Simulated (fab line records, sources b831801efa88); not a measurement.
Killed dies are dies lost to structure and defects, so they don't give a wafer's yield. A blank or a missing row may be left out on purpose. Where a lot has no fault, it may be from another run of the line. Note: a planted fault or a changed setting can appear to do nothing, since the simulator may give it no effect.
fab line records + flow sky130
record:
- lots: 7
- wafers: 21
- lastDay: 50
route steps=708 shown VIA3@591 METAL4@598 CAP2M@603
lots that met no fault: taken from a fault-free run of the same line
startH: the number of hours between the record's first day and the start of the first shown wafer of the lot + waitH: time in hours since the lot's previous step + " repeats the value in the row above + L1.1+2: one row covering several wafers at once + - no value present, or no start provided + * or withheld: withheld + < > ~ a bound
route shown NAME@n: NAME is a module with steps in the file, n the number in the route of the first one + usual: mean/standard deviation taken from wafers without a fault + same: alike in all rows + chamber/n: place in a boat + sites: each site's reading + _std_site: how widely they spread, as a standard deviation + _edge_site: inner sites' mean taken away from outer sites' mean + radiusMm: for every site, how far away it sits from the centre of the wafer + mask NAME#n: copy n + behind: the most recent tool/chamber to have shaped the wafer + hold: cause of the lot's hold/its duration in hours/its outcome + device: the transistor (n, p or np) that didn't switch + end of line: the tests these same wafers got at the end of their route + a step with no rows: only its recipe + killed: the dies lost at the first sort to structure and to defects; this is not the yield of the wafer + map: shows each die of a wafer: x if killed, . if not, _ if none is there
set.NAME: the setting as run; set.NAME@STEP: as run at that earlier step + model.NAME: the simulator's own value behind a step, which no gauge read
lots seen at some steps along the route; tables by step, rows by wafer
services: a tool's chamber out of use, with start hour (startH, from the record's first day; less than 0 if before it), hours out, and reason
== steps ==
step: SKY_VIA3_CLEAN_18
recipe:
- chemistry: IPA
- timeS: 180
- tempC: 25
step: SKY_VIA3_CLEAN_19
recipe:
- chemistry: O3/DIW
- dry: n2Spin
step: SKY_VIA3_SPUTTER_20
recipe:
- material: TiN
- targetThkNm: 20
- chamberPressurePa: 5
- powerW: 4000
- timeS: 80
usual:
- throttleValvePct: 30.2/1.1
| lot.wafer | tool          | chamber | startH  | waitH | throttleValvePct |
|-----------|---------------|---------|---------|-------|------------------|
| L497.1    | pvdSputter-04 | -       | 934.28  | 0.0   | 30.4             |
| L497.2    | "             | -       | "       | "     | 29.0             |
| L497.5    | "             | -       | "       | "     | 30.3             |
| L499.1    | pvdSputter-02 | -       | 943.31  | 0.0   | 31.1             |
| L499.3    | "             | -       | "       | "     | 32.3             |
| L499.5    | "             | -       | "       | "     | 32.2             |
| L508.2    | pvdSputter-04 | -       | 1004.63 | 0.0   | 30.4             |
| L508.3    | "             | -       | "       | "     | 29.1             |
| L508.6    | "             | -       | "       | "     | 30.3             |
| L509.2    | pvdSputter-02 | -       | 1011.84 | 0.0   | 30.2             |
| L509.5    | "             | -       | "       | "     | 28.8             |
| L509.6    | "             | -       | "       | "     | 31.0             |
| L510.4    | pvdSputter-02 | -       | 1024.09 | 0.0   | 32.4             |
| L510.5    | "             | -       | "       | "     | 31.2             |
| L510.6    | "             | -       | "       | "     | 32.5             |
| L516.4    | pvdSputter-04 | -       | 1054.23 | 0.0   | 30.3             |
| L516.5    | "             | -       | "       | "     | 30.3             |
| L516.6    | "             | -       | "       | "     | 30.5             |
| L519.1    | pvdSputter-02 | -       | 1075.74 | 0.0   | 28.9             |
| L519.4    | "             | -       | "       | "     | 31.3             |
| L519.6    | "             | -       | "       | "     | 31.0             |
step: SKY_VIA3_CVD_21
recipe:
- material: W
- targetThkNm: 390
- timeS: 117.31
- tempC: 400
- pressureTorr: 40
usual:
- chamberPressureTorr: 40.00/0.097
- heaterPowerOuterW: 501/39
- heaterPowerW: 795/91
| lot.wafer | tool    | chamber | startH  | waitH | chamberPressureTorr | heaterPowerOuterW | heaterPowerW |
|-----------|---------|---------|---------|-------|---------------------|-------------------|--------------|
| L497.1    | cvdW-01 | 0       | 934.34  | 0.0   | 40.10               | 520               | 821          |
| L497.2    | "       | 1       | "       | "     | 40.05               | 559               | 943          |
| L497.5    | "       | 1       | "       | "     | 39.83               | 552               | 928          |
| L499.1    | cvdW-02 | 1       | 943.37  | 0.0   | 40.02               | 518               | 816          |
| L499.3    | "       | 0       | "       | "     | 40.02               | 456               | 681          |
| L499.5    | "       | 1       | "       | "     | 39.90               | 518               | 805          |
| L508.2    | cvdW-02 | 1       | 1004.69 | 0.0   | 40.20               | 523               | 806          |
| L508.3    | "       | 0       | "       | "     | 40.04               | 454               | 701          |
| L508.6    | "       | 1       | "       | "     | 39.98               | 522               | 808          |
| L509.2    | cvdW-02 | 1       | 1011.90 | 0.0   | 40.20               | 516               | 831          |
| L509.5    | "       | 0       | "       | "     | 40.13               | 453               | 709          |
| L509.6    | "       | 1       | "       | "     | 39.98               | 519               | 811          |
| L510.4    | cvdW-02 | 1       | 1024.19 | 0.1   | 39.93               | 522               | 804          |
| L510.5    | "       | 0       | "       | "     | 40.04               | 453               | 704          |
| L510.6    | "       | 1       | "       | "     | 39.97               | 502               | 804          |
| L516.4    | cvdW-02 | 1       | 1054.33 | 0.1   | 39.86               | 515               | 814          |
| L516.5    | "       | 1       | "       | "     | 39.88               | 509               | 825          |
| L516.6    | "       | 0       | "       | "     | 39.99               | 448               | 683          |
| L519.1    | cvdW-01 | 0       | 1075.80 | 0.0   | 39.91               | 528               | 833          |
| L519.4    | "       | 0       | "       | "     | 40.00               | 526               | 841          |
| L519.6    | "       | 1       | "       | "     | 39.96               | 564               | 956          |
step: SKY_VIA3_RS_MEAS_22
recipe:
- thkMeasGauge: four-point-probe
- reads: W_of_VIA3_CVD_21+TiN_of_VIA3_SPUTTER_20
usual:
- VIA3_W_RS: 0.294/0.0032
| lot.wafer | tool         | chamber | startH  | waitH | VIA3_W_RS[ohm/sq] |
|-----------|--------------|---------|---------|-------|-------------------|
| L497.1    | filmMetro-04 | -       | 934.46  | 0.1   | 0.301             |
| L497.2    | "            | -       | "       | "     | 0.297             |
| L497.5    | "            | -       | "       | "     | 0.296             |
| L499.1    | filmMetro-02 | -       | 943.50  | 0.1   | 0.290             |
| L499.3    | "            | -       | "       | "     | 0.289             |
| L499.5    | "            | -       | "       | "     | 0.292             |
| L508.2    | filmMetro-04 | -       | 1004.83 | 0.1   | 0.290             |
| L508.3    | "            | -       | "       | "     | 0.290             |
| L508.6    | "            | -       | "       | "     | 0.292             |
| L509.2    | filmMetro-01 | -       | 1012.04 | 0.1   | 0.290             |
| L509.5    | "            | -       | "       | "     | 0.292             |
| L509.6    | "            | -       | "       | "     | 0.293             |
| L510.4    | filmMetro-04 | -       | 1024.33 | 0.1   | 0.290             |
| L510.5    | "            | -       | "       | "     | 0.293             |
| L510.6    | "            | -       | "       | "     | 0.289             |
| L516.4    | filmMetro-02 | -       | 1054.48 | 0.1   | 0.296             |
| L516.5    | "            | -       | "       | "     | 0.289             |
| L516.6    | "            | -       | "       | "     | 0.292             |
| L519.1    | filmMetro-04 | -       | 1075.93 | 0.1   | 0.300             |
| L519.4    | "            | -       | "       | "     | 0.298             |
| L519.6    | "            | -       | "       | "     | 0.299             |
step: SKY_VIA3_THK_MEAS_23
recipe:
- thkMeasGauge: xrf
- reads: W_of_VIA3_CVD_21
usual:
- VIA3_W_THK: 390/5.6
| lot.wafer | tool         | chamber | startH  | waitH | VIA3_W_THK[nm] |
|-----------|--------------|---------|---------|-------|----------------|
| L497.1    | filmMetro-04 | -       | 934.58  | 0.1   | 383            |
| L497.2    | "            | -       | "       | "     | 385            |
| L497.5    | "            | -       | "       | "     | 385            |
| L499.1    | filmMetro-02 | -       | 943.62  | 0.1   | 397            |
| L499.3    | "            | -       | "       | "     | 402            |
| L499.5    | "            | -       | "       | "     | 396            |
| L508.2    | filmMetro-04 | -       | 1004.94 | 0.1   | 391            |
| L508.3    | "            | -       | "       | "     | 389            |
| L508.6    | "            | -       | "       | "     | 387            |
| L509.2    | filmMetro-01 | -       | 1012.15 | 0.1   | 396            |
| L509.5    | "            | -       | "       | "     | 394            |
| L509.6    | "            | -       | "       | "     | 395            |
| L510.4    | filmMetro-04 | -       | 1024.42 | 0.1   | 391            |
| L510.5    | "            | -       | "       | "     | 388            |
| L510.6    | "            | -       | "       | "     | 392            |
| L516.4    | filmMetro-02 | -       | 1054.57 | 0.1   | 383            |
| L516.5    | "            | -       | "       | "     | 391            |
| L516.6    | "            | -       | "       | "     | 389            |
| L519.1    | filmMetro-04 | -       | 1076.05 | 0.1   | 379            |
| L519.4    | "            | -       | "       | "     | 382            |
| L519.6    | "            | -       | "       | "     | 381            |
step: SKY_VIA3_CMP_24
recipe:
- stopOn: SiO2
- tOverpolishS: 20
- downForcePsi: 3.5
- platenRpm: 60
- targetThkNm: 0
- padVelocityMS: 0.94248
step: SKY_METAL4_SPUTTER_00
recipe:
- material: Ti
- targetThkNm: 15
- powerW: 3000
- timeS: 10
- chamberPressurePa: 0.4
step: SKY_METAL4_SPUTTER_01
recipe:
- material: TiN
- targetThkNm: 20
- powerW: 6500
- timeS: 16.7
- chamberPressurePa: 0.4
step: SKY_METAL4_SPUTTER_02
recipe:
- material: AlCu
- targetThkNm: 735
- powerW: 10600
- timeS: 39.1
- chamberPressurePa: 0.4
usual:
- throttleValvePct: 30.0/1
| lot.wafer | tool          | chamber | startH  | waitH | throttleValvePct |
|-----------|---------------|---------|---------|-------|------------------|
| L497.1    | pvdSputter-03 | -       | 934.99  | 0.0   | 28.7             |
| L497.2    | "             | -       | "       | "     | 30.2             |
| L497.5    | "             | -       | "       | "     | 30.3             |
| L499.1    | pvdSputter-03 | -       | 944.02  | 0.0   | 30.4             |
| L499.3    | "             | -       | "       | "     | 28.6             |
| L499.5    | "             | -       | "       | "     | 29.1             |
| L508.2    | pvdSputter-02 | -       | 1005.34 | 0.0   | 28.6             |
| L508.3    | "             | -       | "       | "     | 32.2             |
| L508.6    | "             | -       | "       | "     | 30.3             |
| L509.2    | pvdSputter-03 | -       | 1012.55 | 0.0   | 28.5             |
| L509.5    | "             | -       | "       | "     | 30.3             |
| L509.6    | "             | -       | "       | "     | 29.1             |
| L510.4    | pvdSputter-03 | -       | 1024.80 | 0.0   | 29.1             |
| L510.5    | "             | -       | "       | "     | 30.3             |
| L510.6    | "             | -       | "       | "     | 28.5             |
| L516.4    | pvdSputter-04 | -       | 1054.94 | 0.0   | 29.3             |
| L516.5    | "             | -       | "       | "     | 29.6             |
| L516.6    | "             | -       | "       | "     | 29.2             |
| L519.1    | pvdSputter-03 | -       | 1076.45 | 0.0   | 29.2             |
| L519.4    | "             | -       | "       | "     | 28.5             |
| L519.6    | "             | -       | "       | "     | 30.1             |
step: SKY_METAL4_SPUTTER_03
recipe:
- material: Ti
- targetThkNm: 5
- powerW: 3000
- timeS: 3.3
- chamberPressurePa: 0.4
usual:
- throttleValvePct: 30.0/1
| lot.wafer | tool          | chamber | startH  | waitH | throttleValvePct |
|-----------|---------------|---------|---------|-------|------------------|
| L497.1    | pvdSputter-03 | -       | 935.03  | 0.0   | 28.6             |
| L497.2    | "             | -       | "       | "     | 30.3             |
| L497.5    | "             | -       | "       | "     | 30.1             |
| L499.1    | pvdSputter-03 | -       | 944.06  | 0.0   | 30.4             |
| L499.3    | "             | -       | "       | "     | 28.5             |
| L499.5    | "             | -       | "       | "     | 29.0             |
| L508.2    | pvdSputter-02 | -       | 1005.38 | 0.0   | 28.9             |
| L508.3    | "             | -       | "       | "     | 32.2             |
| L508.6    | "             | -       | "       | "     | 30.0             |
| L509.2    | pvdSputter-03 | -       | 1012.59 | 0.0   | 28.5             |
| L509.5    | "             | -       | "       | "     | 30.2             |
| L509.6    | "             | -       | "       | "     | 28.9             |
| L510.4    | pvdSputter-03 | -       | 1024.84 | 0.0   | 29.2             |
| L510.5    | "             | -       | "       | "     | 30.1             |
| L510.6    | "             | -       | "       | "     | 28.8             |
| L516.4    | pvdSputter-04 | -       | 1054.98 | 0.0   | 29.0             |
| L516.5    | "             | -       | "       | "     | 30.0             |
| L516.6    | "             | -       | "       | "     | 28.8             |
| L519.1    | pvdSputter-03 | -       | 1076.49 | 0.0   | 29.3             |
| L519.4    | "             | -       | "       | "     | 28.8             |
| L519.6    | "             | -       | "       | "     | 29.9             |
step: SKY_METAL4_SPUTTER_04
recipe:
- material: TiN
- targetThkNm: 70
- powerW: 6500
- timeS: 58.3
- chamberPressurePa: 0.4
step: SKY_CAP2M_CVD_00
recipe:
- material: SiO2
- targetThkNm: 15.5
- tempC: 400
- timeS: withheld
- rfW: 450
usual:
- heaterPowerOuterW: 415/71
- heaterPowerW: 699/110
| lot.wafer | tool     | chamber | startH  | waitH | heaterPowerOuterW | heaterPowerW |
|-----------|----------|---------|---------|-------|-------------------|--------------|
| L497.1    | pecvd-01 | 0       | 935.10  | 0.0   | 461               | 747          |
| L497.2    | "        | 1       | "       | "     | 423               | 691          |
| L497.5    | "        | 0       | "       | "     | 468               | 761          |
| L499.1    | pecvd-03 | 1       | 944.13  | 0.0   | 397               | 639          |
| L499.3    | "        | 0       | "       | "     | 542               | 939          |
| L499.5    | "        | 1       | "       | "     | 408               | 627          |
| L508.2    | pecvd-03 | 0       | 1005.45 | 0.0   | -                 | -            |
| L508.3    | "        | 1       | "       | "     | -                 | -            |
| L508.6    | "        | 2       | "       | "     | -                 | -            |
| L509.2    | pecvd-03 | 2       | 1012.66 | 0.0   | -                 | -            |
| L509.5    | "        | 2       | "       | "     | -                 | -            |
| L509.6    | "        | 0       | "       | "     | -                 | -            |
| L510.4    | pecvd-03 | 1       | 1024.92 | 0.0   | -                 | -            |
| L510.5    | "        | 0       | "       | "     | -                 | -            |
| L510.6    | "        | 2       | "       | "     | -                 | -            |
| L516.4    | pecvd-01 | 1       | 1055.06 | 0.0   | 465               | 780          |
| L516.5    | "        | 0       | "       | "     | 364               | 615          |
| L516.6    | "        | 2       | "       | "     | 417               | 690          |
| L519.1    | pecvd-04 | 1       | 1076.56 | 0.0   | 436               | 775          |
| L519.4    | "        | 1       | "       | "     | 428               | 780          |
| L519.6    | "        | 0       | "       | "     | 413               | 682          |
step: SKY_CAP2M_SPUTTER_02
recipe:
- material: TiN
- targetThkNm: 200
- tempC: 300
- powerW: 6500
- timeS: 166.7
- chamberPressurePa: 0.4
usual:
- throttleValvePct: 29.5/0.73
| lot.wafer | tool          | chamber | startH  | waitH | throttleValvePct |
|-----------|---------------|---------|---------|-------|------------------|
| L497.1    | pvdSputter-01 | -       | 935.18  | 0.1   | 29.9             |
| L497.2    | "             | -       | "       | "     | 30.2             |
| L497.5    | "             | -       | "       | "     | 29.2             |
| L499.1    | pvdSputter-01 | -       | 944.21  | 0.1   | 30.4             |
| L499.3    | "             | -       | "       | "     | 29.0             |
| L499.5    | "             | -       | "       | "     | 28.3             |
| L508.2    | pvdSputter-01 | -       | 1005.53 | 0.0   | 28.4             |
| L508.3    | "             | -       | "       | "     | 29.9             |
| L508.6    | "             | -       | "       | "     | 30.2             |
| L509.2    | pvdSputter-04 | -       | 1012.74 | 0.0   | 30.3             |
| L509.5    | "             | -       | "       | "     | 30.4             |
| L509.6    | "             | -       | "       | "     | 29.6             |
| L510.4    | pvdSputter-01 | -       | 1024.99 | 0.0   | 30.4             |
| L510.5    | "             | -       | "       | "     | 29.3             |
| L510.6    | "             | -       | "       | "     | 28.3             |
| L516.4    | pvdSputter-01 | -       | 1055.13 | 0.0   | 30.0             |
| L516.5    | "             | -       | "       | "     | 30.2             |
| L516.6    | "             | -       | "       | "     | 29.7             |
| L519.1    | pvdSputter-04 | -       | 1076.64 | 0.1   | 28.9             |
| L519.4    | "             | -       | "       | "     | 30.8             |
| L519.6    | "             | -       | "       | "     | 30.1             |
== services ==
| tool          | chamber | startH  | hours | kind          |
|---------------|---------|---------|-------|---------------|
| pecvd-04      | -       | 911.90  | 1.9   | repair        |
| cvdW-02       | 0       | 918.00  | -     | clean         |
| cvdW-02       | 1       | 918.00  | -     | clean         |
| pecvd-01      | 1       | 928.30  | 5.5   | repair        |
| pecvd-01      | 0       | 939.81  | 5.5   | scheduledDown |
| pecvd-04      | 2       | 940.56  | 11.2  | repair        |
| pvdSputter-02 | -       | 941.63  | 1.3   | repair        |
| cvdW-01       | -       | 955.62  | 6.9   | pm            |
| pecvd-03      | 1       | 965.00  | 5.5   | scheduledDown |
| cvdW-01       | -       | 967.40  | 28.1  | pm            |
| pvdSputter-01 | -       | 967.80  | 4.0   | repair        |
| pvdSputter-04 | -       | 975.84  | 3.6   | repair        |
| pecvd-03      | -       | 982.56  | 2.8   | pm            |
| pecvd-01      | -       | 994.99  | 1.5   | repair        |
| cvdW-01       | 1       | 1012.67 | 3.8   | repair        |
| cvdW-02       | 0       | 1017.74 | 3.4   | repair        |
| pvdSputter-04 | -       | 1040.38 | 2.8   | repair        |
| pecvd-04      | 0       | 1046.79 | 8.4   | repair        |
| pvdSputter-02 | -       | 1052.40 | 3.6   | repair        |
| pvdSputter-03 | -       | 1052.95 | 0.9   | repair        |
| pvdSputter-04 | -       | 1057.14 | 5.5   | repair        |
| cvdW-01       | -       | 1057.69 | 1.5   | repair        |
| cvdW-01       | -       | 1072.28 | 0.9   | repair        |
| pecvd-03      | 1       | 1074.33 | 4.3   | repair        |
== key ==
firstSign:
- step: SKY_CAP2M_CVD_00
- reading: toolRecord
- direction: missing
effect none on later readings
metAt SKY_CAP2M_CVD_00
struckWafers L508.2,L508.3,L508.6,L509.2,L509.5,L509.6,L510.4,L510.5,L510.6
laterRowsLeftOut L508.2,L508.3,L508.6,L509.2,L509.5,L509.6,L510.4,L510.5,L510.6
sortLeftOut L508.2,L508.3,L508.6,L509.2,L509.5,L509.6,L510.4,L510.5,L510.6
onsetBetween 944.13 1005.45
fault:
- kind: skippedStepWhole
- tool: pecvd-03
- chamber: -
- onsetH: 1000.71
- steps: SKY_CAP2M_CVD_00
- scope: struckLotsOnly
sortLeftOut: the simulated sort isn't trusted on such a fault, so these wafers' sort isn't shown, and their yield isn't known
laterRowsLeftOut: the simulator's readings of these wafers behind a module that went badly wrong aren't trusted and aren't shown, but for the sort
